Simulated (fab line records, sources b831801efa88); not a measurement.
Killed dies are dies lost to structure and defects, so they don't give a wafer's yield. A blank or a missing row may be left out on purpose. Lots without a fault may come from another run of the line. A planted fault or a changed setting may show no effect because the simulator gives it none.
fab line records | flow sfq_line
record lots=5 wafers=23
route steps=325 shown JJ@193 M5@199 R5@217 C5@243 M6@258
start_h: hours from the record's first day to the start of the lot's first wafer shown | wait_h: hours since the lot's step before | " the same as in the row above | L1.1+2: a row that stands for several wafers | - no value, or no start given | * or withheld: withheld | < > ~ a bound
route shown NAME@n: a module of which the file shows steps, and the number in the route of the first | usual: mean/standard deviation of fault-free wafers | same: alike in all rows | chamber/n: place in a boat | sites: the reading at each site | _std_site: their standard deviation | _edge_site: outer sites' mean less inner sites' | radius_mm: how far each site lies from the wafer's centre | mask NAME#n: copy n | behind: the tool/chamber that last shaped the wafer | hold: why the lot was held/for how many hours/how that ended | device: the transistor (n, p or np) that didn't switch | end of line: the same wafers' tests at the end of the route | a step without rows: its recipe alone | killed: dies lost to structure and defects at the first sort, not the wafer's yield | map: a wafer's dies, x killed, . not, _ none there
set.NAME: the setting as run; set.NAME@STEP: as run at that earlier step | model.NAME: the simulator's own value behind a step, which no gauge read
lots whose settings were changed on purpose; a table a step, a row a wafer
## steps
# step SFQ_TRILAYER_JJ_CE_BARC_OPEN_RIE_150
# recipe mask_material=PR chemistry=O2 target_depth_nm=240 target=BARC icp_w=600 bias_w=80 pressure_mtorr=10 time_s=80
# columns lot.wafer tool chamber start_h wait_h set.icp_w set.spin_rpm@TRILAYER_JJ_CE_LITHO_COAT_119 model.etch.depth_nm
L078.1+2+3 rie_metal-03 0,1,1 1328.76 1.0 600 3000 -
L078.4 " 0 " " 600 3000 62.21
L078.5 " 0 " " 600 3000 61.94
L079.2+4 rie_metal-02 0 1339.56 0.8 600 3000 -
L079.3 " 1 " " 600 3000 62.24
L079.5 " 0 " " 600 3173 60.42
L079.6 " 1 " " 600 3173 -
L080.2 rie_metal-01 1 1343.16 0.8 670.7 3060 61.18
L080.3 " 0 " " 670.7 3000 61.91
L080.4+5 " 1 " " 600 3060 -
L080.6 " 0 " " 670.7 3000 -
L084.1 rie_metal-01 0 1406.30 1.0 600 3000 62.03
L084.2 " 1 " " 600 3000 61.84
L084.3 " 0 " " 600 3000 61.8
L085.1 rie_metal-03 1 1411.10 1.0 542.8 3000 61.8
L085.3 " 1 " " 600 2822 63.67
L085.4 " 0 " " 600 3000 -
L085.5 " 1 " " 542.8 3000 -
L085.6 " 0 " " 600 2822 63.97
# step SFQ_TRILAYER_M5_LITHO_COAT_123
# recipe resist=KrF spin_rpm=3000 resist_thk_nm=600
# columns lot.wafer tool chamber start_h wait_h set.spin_rpm model.KrF_of_TRILAYER_M5_LITHO_COAT_123.thk_nm
L078.1 litho_track-01 0 1330.54 0.2 2795 623.1
L078.2 " 0 " " 3000 601.4
L078.3 " 0 " " 3000 599.7
L078.4 " 0 " " 2795 622.1
L078.5 " 0 " " 2795 622.9
L079.2 litho_track-03 0 1341.39 0.2 2892 608.9
L079.3 " 0 " " 2892 608.3
L079.4 " 0 " " 3000 598.5
L079.5 " 0 " " 3000 598.6
L079.6 " 0 " " 2892 609.9
L080.2 litho_track-03 0 1344.99 0.2 2931 605.8
L080.3 " 0 " " 2931 606.4
L080.4 " 0 " " 2931 606.5
L080.5 " 0 " " 3000 598.8
L080.6 " 0 " " 3000 599.8
L084.1 litho_track-03 0 1408.08 0.2 3000 596.7
L084.2 " 0 " " 3000 594.8
L084.3 " 0 " " 3000 596.3
L085.1 litho_track-03 0 1412.88 0.2 2811 615
L085.3 " 0 " " 2811 616.2
L085.4 " 0 " " 2811 616.1
L085.5 " 0 " " 3000 596.1
L085.6 " 0 " " 3000 597.6
# step SFQ_TRILAYER_M5_BARC_OPEN_METAL_ETCH_161
# recipe mask_material=PR chemistry=O2 target_depth_nm=125 target=BARC icp_w=600 bias_w=80 pressure_mtorr=10 time_s=41.7
# columns lot.wafer tool chamber start_h wait_h set.bias_w set.spin_rpm@TRILAYER_M5_LITHO_COAT_123 model.KrF_of_TRILAYER_M5_LITHO_COAT_123.thk_nm
L078.1 rie_metal-03 0 1435.35 0.0 80 2795 545.5
L078.2 " 1 " " 80 3000 524.7
L078.3 " 1 " " 80 3000 523.1
L078.4 " 0 " " 80 2795 544.3
L078.5 " 0 " " 80 2795 545.2
L079.2 rie_metal-04 1 1449.83 0.0 80 2892 531.7
L079.3 " 1 " " 85.68 2892 530.1
L079.4 " 0 " " 85.68 3000 520.9
L079.5 " 1 " " 85.68 3000 520.8
L079.6 " 0 " " 80 2892 534
L080.2 rie_metal-04 1 1454.63 0.0 80 2931 528.4
L080.3 " 0 " " 84.91 2931 529.6
L080.4 " 1 " " 84.91 2931 528.4
L080.5 " 0 " " 84.91 3000 522
L080.6 " 1 " " 80 3000 522.2
L084.1+3 rie_metal-04 1,0 1519.63 0.0 80 3000 519.8
L084.2 " 0 " " 80 3000 518.9
L085.1 rie_metal-02 0 1524.43 0.0 80 2811 537.3
L085.3 " 1 " " 80 2811 538.3
L085.4 " 0 " " 80 2811 538.6
L085.5 " 0 " " 80 3000 518.4
L085.6 " 1 " " 80 3000 520.1
# step SFQ_TRILAYER_M5_ETCH_METAL_ETCH_126
# recipe target=Nb stop_on=SiO2 mask_material=PR over_etch_frac=0.15 time_s=203.2 chemistry=Cl2/BCl3 target_depth_nm=265 icp_w=600 bias_w=80 pressure_mtorr=10
# columns lot.wafer tool chamber start_h wait_h set.spin_rpm@TRILAYER_M5_LITHO_COAT_123 model.KrF_of_TRILAYER_M5_LITHO_COAT_123.thk_nm
L078.1 rie_metal-03 0 1435.41 0.0 2795 389.1
L078.2 " 1 " " 3000 372.9
L078.3 " 1 " " 3000 369.9
L078.4 " 0 " " 2795 388.1
L078.5 " 0 " " 2795 389.8
L079.2 rie_metal-04 1 1449.89 0.0 2892 379.7
L079.3 " 1 " " 2892 376.8
L079.4 " 0 " " 3000 370.7
L079.5 " 1 " " 3000 368
L079.6 " 0 " " 2892 384.4
L080.2 rie_metal-04 1 1454.69 0.0 2931 374.8
L080.3 " 0 " " 2931 380.6
L080.4 " 1 " " 2931 375.4
L080.5 " 0 " " 3000 373.8
L080.6 " 1 " " 3000 369.7
L084.1 rie_metal-04 1 1519.69 0.0 3000 367.7
L084.2 " 0 " " 3000 366.6
L084.3 " 0 " " 3000 369.1
L085.1 rie_metal-02 0 1524.49 0.0 2811 381.4
L085.3 " 1 " " 2811 381.6
L085.4 " 0 " " 2811 383.9
L085.5 " 0 " " 3000 362.5
L085.6 " 1 " " 3000 364.5
# step SFQ_TRILAYER_R5_LITHO_COAT_141
# recipe resist=BARC spin_rpm=3000 resist_thk_nm=62
# columns lot.wafer tool chamber start_h wait_h set.spin_rpm model.BARC_of_TRILAYER_R5_LITHO_COAT_141.thk_nm
L078.1 litho_track-01 0 1440.95 0.1 3000 62.36
L078.2 " 0 " " 3070 61.41
L078.3 " 0 " " 3070 61.57
L078.4 " 0 " " 3000 62.15
L078.5 " 0 " " 3070 61.58
L079.2 litho_track-03 0 1455.52 0.1 3000 61.92
L079.3 " 0 " " 3121 60.73
L079.4 " 0 " " 3000 61.88
L079.5 " 0 " " 3121 60.53
L079.6 " 0 " " 3121 60.77
L080.2 litho_track-03 0 1460.32 0.1 3108 60.88
L080.3 " 0 " " 3108 61.1
L080.4 " 0 " " 3000 61.91
L080.5 " 0 " " 3000 62.08
L080.6 " 0 " " 3000 62.16
L084.1 litho_track-01 0 1525.46 0.1 3000 62.18
L084.2+3 " 0 " " 3000 62.43
L085.1 litho_track-04 0 1531.83 0.1 3000 61.64
L085.3 " 0 " " 3000 61.62
L085.4 " 0 " " 3000 61.46
L085.5 " 0 " " 3000 61.56
L085.6 " 0 " " 3000 61.67
# step SFQ_TRILAYER_R5_LITHO_PEB_139
# recipe peb_temp_c=115 peb_time_s=60 resist=KrF
# columns lot.wafer tool chamber start_h wait_h set.peb_temp_c
L078.1+3+5 litho_track-01 0 1452.54 1.0 115
L078.2+4 " 0 " " 112.7
L079.2+3+5 litho_track-03 0 1466.77 0.8 115
L079.4+6 " 0 " " 116.1
L080.2+3+4+5+6 litho_track-01 0 1477.26 0.8 115
L084.1+2+3 litho_track-04 0 1622.60 1.0 115
L085.1+3+6 litho_track-04 0 1627.40 1.0 117.6
L085.4+5 " 0 " " 115
# step SFQ_TRILAYER_R5_BARC_OPEN_METAL_ETCH_177
# recipe mask_material=PR chemistry=O2 target_depth_nm=125 target=BARC icp_w=600 bias_w=80 pressure_mtorr=10 time_s=41.7
# columns lot.wafer tool chamber start_h wait_h set.icp_w set.peb_temp_c@TRILAYER_R5_LITHO_PEB_139 model.R5.cd_nm
L078.1 rie_metal-03 1 1452.88 0.0 532.2 115 498.9
L078.2 " 0 " " 600 112.7 545.4
L078.3 " 0 " " 532.2 115 500.8
L078.4 " 1 " " 532.2 112.7 544.5
L078.5 " 1 " " 600 115 498.6
L079.2 rie_metal-03 0 1467.08 0.0 600 115 499.7
L079.3 " 0 " " 600 115 497.2
L079.4 " 1 " " 536.1 116.1 479.2
L079.5 " 0 " " 536.1 115 497.9
L079.6 " 1 " " 536.1 116.1 479.6
L080.2 rie_metal-03 0 1477.59 0.0 600 115 500.4
L080.3 " 0 " " 600 115 500.1
L080.4 " 0 " " 664.8 115 499.4
L080.5 " 0 " " 600 115 500.6
L080.6 " 0 " " 664.8 115 498
L084.1 rie_metal-04 0 1622.93 0.0 600 115 502.8
L084.2 " 1 " " 600 115 502.1
L084.3 " 0 " " 600 115 501.4
L085.1 rie_metal-03 1 1627.73 0.0 658.9 117.6 457.5
L085.3 " 0 " " 600 117.6 457.2
L085.4 " 1 " " 600 115 500.1
L085.5 " 1 " " 600 115 498.6
L085.6 " 0 " " 658.9 117.6 456.1
# step SFQ_TRILAYER_C5_LITHO_EXPOSE_152
# recipe mask_id=C5 na=0.6 source_shape=conventional sigma_outer=0.65 target_cd_nm=500 dose_mj=21.3
# columns lot.wafer tool chamber start_h wait_h mask set.dose_mj
L078.1+5 krf_scanner-02 0 1583.27 - C5#0 21.3
L078.2+3+4 " 0 " " C5#0 22.35
L079.2+4+5 krf_scanner-02 0 1595.47 - C5#0 21.3
L079.3+6 " 0 " " C5#0 21.96
L080.2+4+6 krf_scanner-02 0 1608.62 - C5#0 20.16
L080.3+5 " 0 " " C5#0 21.3
L084.1+2+3 krf_scanner-02 0 1767.06 - C5#0 21.3
L085.1+4+5 krf_scanner-01 0 1774.06 - C5#0 20.45
L085.3+6 " 0 " " C5#0 21.3
# step SFQ_TRILAYER_C5_LITHO_PEB_154
# recipe peb_temp_c=115 peb_time_s=60 resist=KrF
# columns lot.wafer tool chamber start_h wait_h set.peb_time_s
L078.1+2+4 litho_track-04 0 1584.47 1.0 53.3
L078.3+5 " 0 " " 60
L079.2+6 litho_track-04 0 1596.50 0.8 60
L079.3+4+5 " 0 " " 63.31
L080.2+5 litho_track-04 0 1609.65 0.8 57.71
L080.3+4+6 " 0 " " 60
L084.1+2+3 litho_track-04 0 1768.26 1.0 60
L085.1+5 litho_track-03 0 1775.26 1.0 55.08
L085.3+4+6 " 0 " " 60
# step SFQ_TRILAYER_C5_LITHO_DEVELOP_153
# recipe time_s=60 resist=KrF
# step SFQ_TRILAYER_C5_BARC_OPEN_VIA_ETCH_210
# recipe mask_material=PR chemistry=O2 target_depth_nm=125 target=BARC source_w=500 bias_w=80 pressure_mtorr=30 time_s=41.7
# columns lot.wafer tool chamber start_h wait_h set.dose_mj@TRILAYER_C5_LITHO_EXPOSE_152 set.peb_time_s@TRILAYER_C5_LITHO_PEB_154 model.C5.cd_nm
L078.1 rie_diel-01 0 1584.81 0.0 21.3 53.3 486
L078.2 " 1 " " 22.35 53.3 492.5
L078.3 " 2 " " 22.35 60 511.7
L078.4 " 0 " " 22.35 53.3 494.3
L078.5 " 1 " " 21.3 60 503.1
L079.2 rie_diel-01 0 1596.81 0.0 21.3 60 499.4
L079.3 " 1 " " 21.96 63.31 513.3
L079.4 " 3 " " 21.3 63.31 507.5
L079.5 " 0 " " 21.3 63.31 509
L079.6 " 1 " " 21.96 60 506.1
L080.2 rie_diel-01 0 1609.96 0.0 20.16 57.71 486.5
L080.3 " 2 " " 21.3 60 500.4
L080.4 " 3 " " 20.16 60 490.8
L080.5 " 3 " " 21.3 57.71 493.2
L080.6 " 2 " " 20.16 60 491.7
L084.1 rie_diel-04 3 1768.60 0.0 21.3 60 499.6
L084.2 " 0 " " 21.3 60 501.6
L084.3 " 1 " " 21.3 60 498.8
L085.1 rie_diel-04 2 1775.59 0.0 20.45 55.08 479.9
L085.3 " 1 " " 21.3 60 499.6
L085.4 " 2 " " 20.45 60 492.1
L085.5 " 1 " " 20.45 55.08 480.1
L085.6 " 0 " " 21.3 60 502.5
# step SFQ_TRILAYER_C5_ETCH_VIA_ETCH_154
# recipe target=SiO2 mask_material=PR chemistry=CHF3 target_depth_nm=84 source_w=500 bias_w=80 pressure_mtorr=30 time_s=withheld stop_on=Nb
# columns lot.wafer tool chamber start_h wait_h set.dose_mj@TRILAYER_C5_LITHO_EXPOSE_152 set.peb_time_s@TRILAYER_C5_LITHO_PEB_154 model.C5.cd_nm
L078.1 rie_diel-01 0 1584.85 0.0 21.3 * 486.5
L078.2 " 1 " " 22.35 * 492.4
L078.3 " 2 " " 22.35 * 511.8
L078.4 " 0 " " 22.35 * 494.5
L078.5 " 1 " " 21.3 * 502.6
L079.2 rie_diel-01 0 1596.85 0.0 21.3 * 500.1
L079.3 " 1 " " 21.96 * 512.6
L079.4 " 3 " " 21.3 * 507.5
L079.5 " 0 " " 21.3 * 509.1
L079.6 " 1 " " 21.96 * 505.6
L080.2 rie_diel-01 0 1610.00 0.0 20.16 * 486.9
L080.3 " 2 " " 21.3 * 500.5
L080.4 " 3 " " 20.16 * 490.7
L080.5 " 3 " " 21.3 * 493.4
L080.6 " 2 " " 20.16 * 491.7
L084.1 rie_diel-04 3 1768.64 0.0 21.3 * 500
L084.2 " 0 " " 21.3 * 500.9
L084.3 " 1 " " 21.3 * 498.7
L085.1 rie_diel-04 2 1775.63 0.0 20.45 * 480.3
L085.3 " 1 " " 21.3 * 499.2
L085.4 " 2 " " 20.45 * 492.4
L085.5 " 1 " " 20.45 * 479.8
L085.6 " 0 " " 21.3 * 502.6
# step SFQ_TRILAYER_M6_LITHO_EXPOSE_160
# recipe mask_id=M6 na=0.6 source_shape=conventional sigma_outer=0.65 target_cd_nm=500 dose_mj=14.4
# columns lot.wafer tool chamber start_h wait_h mask set.dose_mj
L078.1+2+3+4+5 krf_scanner-02 0 1609.62 - M6#0 14.4
L079.2+5 krf_scanner-02 0 1621.82 - M6#0 13.42
L079.3+4+6 " 0 " " M6#0 14.4
L080.2+3+4+5+6 krf_scanner-02 0 1631.42 - M6#0 14.4
L084.1+2+3 krf_scanner-02 0 1770.71 - M6#0 14.4
L085.1+5+6 krf_scanner-02 0 1777.51 - M6#0 14.4
L085.3+4 " 0 " " M6#0 15.23
# step SFQ_TRILAYER_M6_LITHO_PEB_162
# recipe peb_temp_c=115 peb_time_s=60 resist=KrF
# columns lot.wafer tool chamber start_h wait_h set.peb_time_s
L078.1+2+3 litho_track-03 0 1610.82 1.0 60
L078.4+5 " 0 " " 64.02
L079.2+3+6 litho_track-03 0 1622.85 0.8 65.45
L079.4+5 " 0 " " 60
L080.2+5+6 litho_track-02 0 1632.45 0.8 52.76
L080.3+4 " 0 " " 60
L084.1+2+3 litho_track-01 0 1771.91 1.0 60
L085.1+3+4+5+6 litho_track-01 0 1778.71 1.0 60
# step SFQ_TRILAYER_M6_LITHO_DEVELOP_161
# recipe time_s=60 resist=KrF
# step SFQ_TRILAYER_M6_BARC_OPEN_METAL_ETCH_206
# recipe mask_material=PR chemistry=O2 target_depth_nm=125 target=BARC icp_w=600 bias_w=80 pressure_mtorr=10 time_s=41.7
# columns lot.wafer tool chamber start_h wait_h set.dose_mj@TRILAYER_M6_LITHO_EXPOSE_160 set.peb_time_s@TRILAYER_M6_LITHO_PEB_162 model.M6.cd_nm
L078.1 rie_metal-04 0 1611.16 0.0 14.4 60 499.8
L078.2 " 0 " " 14.4 60 498.9
L078.3 " 0 " " 14.4 60 499.2
L078.4 " 0 " " 14.4 64.02 491.4
L078.5 " 0 " " 14.4 64.02 490.3
L079.2 rie_metal-02 1 1623.16 0.0 13.42 65.45 499.2
L079.3 " 1 " " 14.4 65.45 488.9
L079.4 " 0 " " 14.4 60 500.7
L079.5 " 0 " " 13.42 60 511.3
L079.6 " 1 " " 14.4 65.45 487.8
L080.2 rie_metal-02 0 1632.78 0.0 14.4 52.76 519
L080.3 " 0 " " 14.4 60 500.2
L080.4 " 0 " " 14.4 60 500.1
L080.5 " 0 " " 14.4 52.76 518.7
L080.6 " 0 " " 14.4 52.76 519.9
L084.1 rie_metal-02 1 1772.24 0.0 14.4 60 499.7
L084.2 " 0 " " 14.4 60 498.5
L084.3 " 1 " " 14.4 60 498
L085.1 rie_metal-03 0 1779.04 0.0 14.4 60 497.7
L085.3 " 1 " " 15.23 60 491
L085.4 " 0 " " 15.23 60 489.6
L085.5 " 1 " " 14.4 60 498.9
L085.6 " 0 " " 14.4 60 497.6
# step SFQ_TRILAYER_M6_ETCH_METAL_ETCH_162
# recipe target=Nb stop_on=SiO2 mask_material=PR chemistry=Cl2/Ar target_depth_nm=240 icp_w=600 bias_w=80 pressure_mtorr=10 time_s=120
# columns lot.wafer tool chamber start_h wait_h set.dose_mj@TRILAYER_M6_LITHO_EXPOSE_160 set.peb_time_s@TRILAYER_M6_LITHO_PEB_162 model.M6.cd_nm
L078.1 rie_metal-04 0 1611.28 0.1 14.4 60 501.7
L078.2 " 0 " " 14.4 60 498.7
L078.3 " 0 " " 14.4 60 499.8
L078.4 " 0 " " 14.4 64.02 492.9
L078.5 " 0 " " 14.4 64.02 490.4
L079.2 rie_metal-02 1 1623.22 0.0 13.42 65.45 498.8
L079.3 " 1 " " 14.4 65.45 488.1
L079.4 " 0 " " 14.4 60 501.1
L079.5 " 0 " " 13.42 60 511.2
L079.6 " 1 " " 14.4 65.45 487.4
L080.2 rie_metal-02 0 1632.92 0.1 14.4 52.76 519.1
L080.3 " 0 " " 14.4 60 500.4
L080.4 " 0 " " 14.4 60 501.3
L080.5 " 0 " " 14.4 52.76 518.5
L080.6 " 0 " " 14.4 52.76 520.4
L084.1 rie_metal-02 1 1772.30 0.0 14.4 60 498.5
L084.2 " 0 " " 14.4 60 497
L084.3 " 1 " " 14.4 60 497.4
L085.1 rie_metal-03 0 1779.10 0.0 14.4 60 500.8
L085.3 " 1 " " 15.23 60 492.8
L085.4 " 0 " " 15.23 60 492.2
L085.5 " 1 " " 14.4 60 500.2
L085.6 " 0 " " 14.4 60 499.2
## key
split step=SFQ_TRILAYER_JJ_CE_BARC_OPEN_RIE_150 setting=icp_w stated=600 by=wafer
response none clear
split step=SFQ_TRILAYER_M5_LITHO_COAT_123 setting=spin_rpm stated=3000 by=wafer
response step=SFQ_TRILAYER_M5_LITHO_COAT_123 reading=model.KrF_of_TRILAYER_M5_LITHO_COAT_123.thk_nm change=-3.1 per=1% r=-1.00
response step=SFQ_TRILAYER_M5_BARC_OPEN_METAL_ETCH_161 reading=model.KrF_of_TRILAYER_M5_LITHO_COAT_123.thk_nm change=-3.04 per=1% r=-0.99
response step=SFQ_TRILAYER_M5_ETCH_METAL_ETCH_126 reading=model.KrF_of_TRILAYER_M5_LITHO_COAT_123.thk_nm change=-2.77 per=1% r=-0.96
split step=SFQ_TRILAYER_M5_BARC_OPEN_METAL_ETCH_161 setting=bias_w stated=80 by=wafer
response none clear
split step=SFQ_TRILAYER_R5_LITHO_COAT_141 setting=spin_rpm stated=3000 by=wafer
response step=SFQ_TRILAYER_R5_LITHO_COAT_141 reading=model.BARC_of_TRILAYER_R5_LITHO_COAT_141.thk_nm change=-0.302 per=1% r=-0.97
split step=SFQ_TRILAYER_R5_LITHO_PEB_139 setting=peb_temp_c stated=115 by=wafer
response step=SFQ_TRILAYER_R5_BARC_OPEN_METAL_ETCH_177 reading=model.R5.cd_nm change=-20.4 per=1% r=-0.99
split step=SFQ_TRILAYER_R5_BARC_OPEN_METAL_ETCH_177 setting=icp_w stated=600 by=wafer
response none clear
split step=SFQ_TRILAYER_C5_LITHO_EXPOSE_152 setting=dose_mj stated=21.3 by=wafer
response step=SFQ_TRILAYER_C5_BARC_OPEN_VIA_ETCH_210 reading=model.C5.cd_nm slope=+1.7 per=1% together_with=peb_time_s@TRILAYER_C5_LITHO_PEB_154 explained=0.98
response step=SFQ_TRILAYER_C5_ETCH_VIA_ETCH_154 reading=model.C5.cd_nm slope=+1.67 per=1% together_with=peb_time_s@TRILAYER_C5_LITHO_PEB_154 explained=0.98
split step=SFQ_TRILAYER_C5_LITHO_PEB_154 setting=peb_time_s stated=60 by=wafer
response step=SFQ_TRILAYER_C5_BARC_OPEN_VIA_ETCH_210 reading=model.C5.cd_nm slope=+1.59 per=1% together_with=dose_mj@TRILAYER_C5_LITHO_EXPOSE_152 explained=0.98
response step=SFQ_TRILAYER_C5_ETCH_VIA_ETCH_154 reading=model.C5.cd_nm slope=+1.56 per=1% together_with=dose_mj@TRILAYER_C5_LITHO_EXPOSE_152 explained=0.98
split step=SFQ_TRILAYER_M6_LITHO_EXPOSE_160 setting=dose_mj stated=14.4 by=wafer
response step=SFQ_TRILAYER_M6_BARC_OPEN_METAL_ETCH_206 reading=model.M6.cd_nm slope=-1.47 per=1% together_with=peb_time_s@TRILAYER_M6_LITHO_PEB_162 explained=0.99
response step=SFQ_TRILAYER_M6_ETCH_METAL_ETCH_162 reading=model.M6.cd_nm slope=-1.45 per=1% together_with=peb_time_s@TRILAYER_M6_LITHO_PEB_162 explained=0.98
split step=SFQ_TRILAYER_M6_LITHO_PEB_162 setting=peb_time_s stated=60 by=wafer
response step=SFQ_TRILAYER_M6_BARC_OPEN_METAL_ETCH_206 reading=model.M6.cd_nm change=-1.51 per=1% r=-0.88
response step=SFQ_TRILAYER_M6_ETCH_METAL_ETCH_162 reading=model.M6.cd_nm slope=-1.46 per=1% together_with=dose_mj@TRILAYER_M6_LITHO_EXPOSE_160 explained=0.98
split outside_this_file step=SFQ_TRILAYER_JJ_CE_LITHO_COAT_119 setting=spin_rpm
# split outside_this_file: this setting was split too, and the file shows its column; the key of that split is in another file
